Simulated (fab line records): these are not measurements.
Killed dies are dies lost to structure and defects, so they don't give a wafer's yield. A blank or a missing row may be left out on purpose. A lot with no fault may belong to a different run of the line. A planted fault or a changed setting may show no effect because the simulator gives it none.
A single fault, viewed from 2 desks :: flow sky130 :: only its own numbers are on each desk; what lay behind them is given at the end

== TOOL OWNER'S DESK, implanter-04 ==
For each lot that ran on this tool, the mean over its sampled wafers that have a number, from the tool's own readings at SKY_LDD_LDN_IMPLANT_08. If a lot's mean is further than 4 standard deviations from the usual mean, the lot is out of limits and carries the mark OUT (the distance appears in the brackets).
Columns: A = dose-ions-cm2 at SKY_LDD_LDN_IMPLANT_08, usual 1.2499e+13; B = end-station-pressure-torr at SKY_LDD_LDN_IMPLANT_08, usual 5.04e-06 Torr; C = faraday-current-uA at SKY_LDD_LDN_IMPLANT_08, usual 70.4
lot: L977
first seen here: day 23 15:37
A: 1.2499e+13
B: 5.31e-06
C: 69.7

lot: L984
first seen here: day 25 22:22
A: 1.2495e+13
B: 5.22e-06
C: 70.9

lot: L988
first seen here: day 27 11:18
A: 1.9277e+12 (-99 or more) OUT
B: 4.95e-06
C: 11.0 (-42) OUT

lot: L991
first seen here: day 28 15:55
A: 1.9263e+12 (-99 or more) OUT
B: 4.72e-06
C: 11.1 (-42) OUT

lot: L999
first seen here: day 31 10:29
A: 1.2490e+13
B: 4.82e-06
C: 68.6
This desk's verdict: out of limits on L988, L991, starting with L988 at day 27 11:18 (dose-ions-cm2 at SKY_LDD_LDN_IMPLANT_08). L977, L984, L999: within limits.

== METROLOGY DESK ==
What the gauges read, lot by lot, whatever tool the lot ran on: means of the sampled wafers that have a number. If a lot's mean is further than 4 standard deviations from the usual mean, the lot is out of limits and carries the mark OUT (the distance appears in the brackets).
Columns: A = LDD_N_OVL at SKY_LDD_N_OVL_MEAS_07, usual -1.1 nm; B = LDD_LDN_TW at SKY_LDD_LDN_TW_MEAS_13, usual 1475; C = SPACER_CVD_00_THK at SKY_SPACER_THK_MEAS_01, usual 43.4 nm
lot: L976
first seen here: day 17 15:26
A: -0.3
B: 1481
C: 43.6

lot: L977
first seen here: day 18 07:25
A: -3.2
B: 1484
C: 43.4

lot: L979
first seen here: day 19 10:10
A: 0.4
B: 1489
C: 43.3

lot: L980
first seen here: day 19 12:55
A: -0.8
B: 1458
C: 43.4

lot: L982
first seen here: day 20 09:15
A: -2.3
B: 1491
C: 43.3

lot: L984
first seen here: day 20 20:25
A: -0.8
B: 1488
C: 43.5

lot: L988
first seen here: day 22 10:17
A: 0.8
B: 1390 (-6.1) OUT
C: 43.4

lot: L991
first seen here: day 23 13:40
A: -1.6
B: 1374 (-7.2) OUT
C: 43.6

lot: L994
first seen here: day 24 16:22
A: -2.6
B: 1464
C: 44.1

lot: L995
first seen here: day 24 17:52
A: -2.1
B: 1472
C: 43.6

lot: L998
first seen here: day 26 04:35
A: -0.1
B: 1460
C: 43.5

lot: L999
first seen here: day 26 13:59
A: 0.7
B: 1479
C: 42.8
This desk's finding: out of limits on L988, L991; first on L988, day 27 12:00 (LDD_LDN_TW at SKY_LDD_LDN_TW_MEAS_13). L976, L977, L979, L980, L982, L984, L994, L995, L998, L999: within limits.

== PUT TOGETHER ==
An alarm could have come from the tool owner's desk at day 27 11:18, on L988, L991.
An alarm was possible from the metrology desk at day 27 12:00, on L988, L991.
Every lot named ran SKY_LDD_LDN_IMPLANT_08 on implanter-04.

== WHAT THE SIMULATOR PUT IN ==
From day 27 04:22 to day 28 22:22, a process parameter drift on implanter-04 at SKY_LDD_LDN_IMPLANT_08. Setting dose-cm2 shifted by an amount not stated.
Lots struck among those shown: L988, L991.
Counting hours from when the fault started, the first reading out of limits came at 7 for the tool owner's desk and at 8 for the metrology desk.
